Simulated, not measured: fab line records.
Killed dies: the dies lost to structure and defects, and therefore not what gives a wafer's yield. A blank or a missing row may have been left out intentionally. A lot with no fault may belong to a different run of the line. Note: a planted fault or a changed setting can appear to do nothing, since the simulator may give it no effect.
Which tool is to blame?	flow gf180mcu	13 lots with 39 wafers sampled at 5 steps, on a route of 602 steps

== WHAT THE GAUGES READ, wafer by wafer ==
GF_TOP_METAL_RS_MEAS_05: measures by four-point-probe. Usual: TOP_METAL_ALCU_RS gives 0.0327 ohm/sq (standard deviation 0.00031).
lot	measured	on	TOP_METAL_ALCU_RS (ohm/sq)	flag
L477	day 27 13:37	film metro-02	0.0327 0.0329 0.0332	
L481	day 28 16:28	film metro-03	0.0325 0.0322 0.0327	
L483	day 29 08:50	film metro-03	0.0324 0.0320 0.0322	
L484	day 29 09:48	film metro-03	0.0330 0.0328 0.0328	
L485	day 29 21:58	film metro-02	0.0325 0.0328 0.0326	
L486	day 29 23:50	film metro-03	0.0330 0.0328 0.0330	
L487	day 30 08:46	film metro-03	0.0330 0.0331 0.0327	
L488	day 30 19:04	film metro-01	0.0327 0.0329 0.0327	
L489	day 30 21:38	film metro-01	0.0327 0.0330 0.0324	
L490	day 30 22:29	film metro-01	0.0327 0.0328 0.0327	
L491	day 31 11:25	film metro-01	0.0320 0.0326 0.0322	
L499	day 33 06:50	film metro-03	0.1130 0.1191 0.1181	OFF
L500	day 33 12:37	film metro-01	0.1093 0.1113 0.1131	OFF

GF_TOP_METAL_THK_MEAS_06: measures by xrf. Usual: TOP_METAL_ALCU_THK gives 908 nm (standard deviation 11).
lot	measured	on	TOP_METAL_ALCU_THK (nm)	flag
L477	day 27 13:43	film metro-02	914 906 897	
L481	day 28 16:35	film metro-03	909 916 905	
L483	day 29 08:58	film metro-03	915 920 919	
L484	day 29 09:54	film metro-03	894 899 896	
L485	day 29 22:04	film metro-02	915 916 917	
L486	day 29 23:57	film metro-03	898 900 894	
L487	day 30 08:52	film metro-03	899 893 904	
L488	day 30 19:10	film metro-01	915 907 916	
L489	day 30 21:43	film metro-01	912 909 920	
L490	day 30 22:37	film metro-01	906 907 909	
L491	day 31 11:31	film metro-01	933 917 930	
L499	day 33 06:57	film metro-03	267 253 255	OFF
L500	day 33 12:44	film metro-01	278 274 268	OFF

GF_PASSIVATION_BOW_MEAS_14. Usual: PASSIVATION_BOW gives 134 um (standard deviation 11).
lot	measured	on	PASSIVATION_BOW (um)	flag
L477	day 29 07:27	film metro-01	119 137 124	
L481	day 30 11:25	film metro-02	133 144 132	
L483	day 31 00:41	film metro-02	125 128 123	
L484	day 31 01:41	film metro-02	122 134 127	
L485	day 31 12:17	film metro-02	147 161 162	
L486	day 31 14:30	film metro-02	157 140 144	
L487	day 31 22:52	film metro-04	134 140 138	
L488	day 32 08:08	film metro-04	141 144 132	
L489	day 32 10:56	film metro-04	138 120 133	
L490	day 32 12:22	film metro-01	130 127 134	
L491	day 33 00:02	film metro-04	137 135 136	
L499	day 34 14:51	film metro-01	180 182 178	OFF
L500	day 34 20:59	film metro-01	168 174 171	OFF

== WHAT TOOL EACH LOT RAN ON (gives the tool, then ch and the chambers of the sampled wafers, and finally the start) ==
lot	GF_TOP_METAL_SPUTTER_02	GF_TOP_METAL_METAL_ETCH_16
L477	pvd sputter-02, day 27 13:29	rie metal-01 ch 0,1, day 28 09:26
L481	pvd sputter-03, day 28 16:23	rie metal-03 ch 0,1, day 29 11:40
L483	pvd sputter-04, day 29 08:45	rie metal-03 ch 0,1, day 30 03:50
L484	pvd sputter-03, day 29 09:40	rie metal-03 ch 0,1, day 30 04:32
L485	pvd sputter-03, day 29 21:50	rie metal-01 ch 0,1, day 30 16:47
L486	pvd sputter-04, day 29 23:44	rie metal-03 ch 0,1, day 30 18:20
L487	pvd sputter-02, day 30 08:39	rie metal-03 ch 0,1, day 31 02:47
L488	pvd sputter-04, day 30 18:57	rie metal-03 ch 0,1, day 31 12:10
L489	pvd sputter-04, day 30 21:29	rie metal-02 ch 0,1, day 31 15:44
L490	pvd sputter-04, day 30 22:24	rie metal-01 ch 0,1, day 31 16:01
L491	pvd sputter-04, day 31 11:17	rie metal-02 ch 0,1, day 32 04:50
L499	pvd sputter-03, day 33 06:44	rie metal-03 ch 1, day 33 22:10
L500	pvd sputter-03, day 33 12:32	rie metal-01 ch 0,1, day 34 03:29
- GF_TOP_METAL_SPUTTER_02: material AlCu, target thk 900 nm, time 47.82 s.
- GF_TOP_METAL_METAL_ETCH_16: etches the open film in Cl2/BCl3, stops on SiO2, target depth 1077.5 nm, time 179.6 s.

== AS READ BY THE TOOLS THEMSELVES (means over the sampled wafers that have a number; for cases with no such wafer, the mark the record gives instead) ==
GF_TOP_METAL_SPUTTER_02. Usual: throttle valve pct at 29.3 %, with a standard deviation of 0.94.
lot	tool	throttle valve pct (%)	flag
L477	pvd sputter-02	28.9	
L481	pvd sputter-03	29.0	
L483	pvd sputter-04	29.7	
L484	pvd sputter-03	29.0	
L485	pvd sputter-03	29.0	
L486	pvd sputter-04	29.3	
L487	pvd sputter-02	28.5	
L488	pvd sputter-04	29.4	
L489	pvd sputter-04	29.1	
L490	pvd sputter-04	29.0	
L491	pvd sputter-04	28.9	
L499	pvd sputter-03	28.6	
L500	pvd sputter-03	28.9	

GF_TOP_METAL_METAL_ETCH_16. Usual: drypump motor current A 5.27 A, standard deviation 0.25; oes product au 0.966 a.u., standard deviation 0.0071; throttle valve pct 28.257 %, standard deviation 0.0089.
lot	tool	drypump motor current A (A)	oes product au (a.u.)	throttle valve pct (%)	flag
L477	rie metal-01	5.16	0.966	28.256	
L481	rie metal-03	5.13	0.969	28.256	
L483	rie metal-03	5.14	0.980	28.244	
L484	rie metal-03	5.13	0.960	28.259	
L485	rie metal-01	5.29	0.972	28.253	
L486	rie metal-03	5.33	0.962	28.259	
L487	rie metal-03	5.33	0.960	28.263	
L488	rie metal-03	5.13	0.960	28.256	
L489	rie metal-02	5.47	0.963	28.252	
L490	rie metal-01	5.18	0.963	28.263	
L491	rie metal-02	5.47	0.971	28.254	
L499	rie metal-03	5.51	0.596	28.660	OFF
L500	rie metal-01	5.20	0.606	28.658	OFF

== THE ANSWER, worked out from the rows above alone ==
Rule: lot off if the mean of its wafers having a number is beyond 3 standard deviations from the usual mean. A lot without any number at a reading at which 4 lots or more have one is off too. Where the step has rows for the other lots, those lots are counted as sound. The gauges are gone through in route order, then the tools' own readings, and for those a lot's mean is taken as printed above. At the first step where some lot is off, the reading lying furthest off is the one used; lots without a number count as furthest.
Off: L499, L500, at GF_TOP_METAL_RS_MEAS_05 (TOP_METAL_ALCU_RS).
A tool fits if, at a process step before that reading, it ran every lot that is off, and no sound lot after the first of them. The gauges at GF_TOP_METAL_RS_MEAS_05 aren't tried: what is off there is off at GF_TOP_METAL_METAL_ETCH_16 too, on other tools, and a gauge's error can't cause that. One candidate fits, namely pvd sputter-03 at GF_TOP_METAL_SPUTTER_02. A fault onset in the window from L485 (day 29 21:50, its last sound lot) to L499 (day 33 06:44, its first lot off) fits.

== WHAT WAS PUT IN BY THE SIMULATOR ==
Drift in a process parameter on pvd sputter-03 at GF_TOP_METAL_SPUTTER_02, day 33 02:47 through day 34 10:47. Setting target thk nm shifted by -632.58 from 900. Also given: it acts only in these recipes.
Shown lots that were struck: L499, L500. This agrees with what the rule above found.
